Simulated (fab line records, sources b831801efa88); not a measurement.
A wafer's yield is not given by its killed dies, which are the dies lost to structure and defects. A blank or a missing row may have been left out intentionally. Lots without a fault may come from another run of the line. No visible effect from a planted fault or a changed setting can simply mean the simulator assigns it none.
One fault through the eyes of 2 desks | flow sky130 | each desk holds nothing but its own numbers, with what lay behind them at the end

THE METROLOGY DESK
What the gauges read for every lot (on any tool): the sampled wafers with a number, averaged. If a lot's mean is further than 4 standard deviations from the usual mean, the lot is out of limits and carries the mark OUT (the distance appears in the brackets).
Columns: A = SONOS_TUNNEL_OVL at SKY_SONOS_TUNNEL_OVL_MEAS_08, usual 0.1 nm
lot  | first seen here | A
L461 | day 11 16:12    | 0.3
L465 | day 13 02:47    | -0.4
L466 | day 13 08:27    | -1.6
L467 | day 13 18:18    | 0.6
L471 | day 14 21:22    | 0.4
L474 | day 16 03:31    | -2.7
L477 | day 17 03:53    | -0.0
L481 | day 18 00:04    | -0.6
L480 | day 18 04:08    | 1.4
L482 | day 18 10:48    | 0.8
L483 | day 18 23:11    | 1.5
This desk's finding: nothing out of limits on any of the 11 lots.

AT THE TOOL OWNER'S DESK: litho-track-03
The tool's own readings at SKY_LDD_LDN_SOFTBAKE_03 (time 60 s): means of the sampled wafers that have a number, for each lot that ran on this tool. If a lot's mean is further than 4 standard deviations from the usual mean, the lot is out of limits and carries the mark OUT (the distance appears in the brackets).
Columns: A = heater-power-total-W at SKY_LDD_LDN_SOFTBAKE_03, usual 56.60 W; B = plate-temp-C at SKY_LDD_LDN_SOFTBAKE_03, usual 89.97 C
lot  | first seen here | A               | B
L465 | day 24 06:47    | 56.58           | 90.06
L467 | day 25 01:14    | 56.62           | 89.90
L477 | day 28 10:38    | 56.57           | 90.03
L481 | day 29 07:09    | 53.38 (-70) OUT | 86.32 (-28) OUT
L480 | day 29 11:26    | 53.39 (-70) OUT | 86.37 (-28) OUT
This desk's finding: out of limits on L480, L481; first on L481, day 29 07:09 (heater-power-total-W at SKY_LDD_LDN_SOFTBAKE_03). L465, L467, L477: within limits.

ALL TOGETHER
The tool owner's desk could have raised an alarm at day 29 07:09, on L480, L481.
Metrology desk: nothing out of limits seen.
The metrology desk holds a record of L480, L481, inside its limits.
SKY_LDD_LDN_SOFTBAKE_03 was run on litho-track-03 by each of the lots named.

WHAT THE SIMULATOR PUT IN
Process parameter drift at SKY_LDD_LDN_SOFTBAKE_03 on litho-track-03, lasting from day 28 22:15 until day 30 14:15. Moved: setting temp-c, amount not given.
Lots struck among those shown: L480, L481.
Delay in hours, fault start to first out-of-limits reading, by desk: the tool owner's desk at 9.
